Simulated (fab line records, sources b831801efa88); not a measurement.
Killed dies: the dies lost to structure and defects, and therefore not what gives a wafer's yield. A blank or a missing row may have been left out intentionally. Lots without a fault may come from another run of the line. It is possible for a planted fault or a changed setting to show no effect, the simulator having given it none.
Which tool was responsible? + flow gf180mcu + Sampling: 7 lots, 21 wafers, 2 of 602 route steps

== WHAT THE GAUGES SHOWED, per wafer ==
GF_HV_LDD_TW_MEAS_50.
| lot  | measured     | on            | HV_LDD_4_TW             |
|------|--------------|---------------|-------------------------|
| L691 | day 12 18:25 | film_metro-04 | 566 566 568             |
| L699 | day 15 07:37 | film_metro-04 | 568 569 569             |
| L701 | day 15 23:25 | film_metro-01 | 551 551 550 552 553 552 |
| L707 | day 18 06:31 | film_metro-04 | 567 567 563             |
| L709 | day 18 19:39 | film_metro-03 | 566 566 564             |
| L711 | day 19 10:49 | film_metro-03 | 561 563 567             |
| L713 | day 20 01:46 | film_metro-04 | 563 565 563             |

== TOOL THAT RAN EACH LOT (tool first, then ch and the chambers of the sampled wafers, then the start) ==
| lot  | GF_HV_LDD_IMPLANT_48            |
|------|---------------------------------|
| L691 | implanter-02 ch 0, day 12 18:11 |
| L699 | implanter-04 ch 0, day 15 07:19 |
| L701 | implanter-04 ch 0, day 15 23:10 |
| L707 | implanter-02 ch 0, day 18 06:17 |
| L709 | implanter-02 ch 0, day 18 19:27 |
| L711 | implanter-01 ch 0, day 19 10:34 |
| L713 | implanter-01 ch 0, day 20 01:33 |
- GF_HV_LDD_IMPLANT_48

== THE ANSWER, worked out from the rows above alone ==
Rule: the lots themselves supply what counts as usual. The widest of any qualifying gaps counts: lots, ordered by their means at a reading, are off when they make up no more than a third of the lots, leave a main group of 4 or more, and stand apart from it by 3 or more times the standard deviation of that group's means. Not used: any main group whose means are identical at the precision the tables above print for the reading. A lot without any number at a reading at which 4 lots or more have one is off too. All remaining lots with rows at the step are treated as sound.
Off: L701, seen at GF_HV_LDD_TW_MEAS_50 (HV_LDD_4_TW). Main group: mean 566, sd 1.7.
A tool fits if, at a process step before that reading, it ran every lot that is off, and no sound lot after the first of them. Gauges at GF_HV_LDD_TW_MEAS_50: tried the same way as those tools. This does not decide it: 2 tools fit, namely implanter-04 at GF_HV_LDD_IMPLANT_48 and film_metro-01 at GF_HV_LDD_TW_MEAS_50.

== WHAT HAD BEEN PUT IN BY THE SIMULATOR ==
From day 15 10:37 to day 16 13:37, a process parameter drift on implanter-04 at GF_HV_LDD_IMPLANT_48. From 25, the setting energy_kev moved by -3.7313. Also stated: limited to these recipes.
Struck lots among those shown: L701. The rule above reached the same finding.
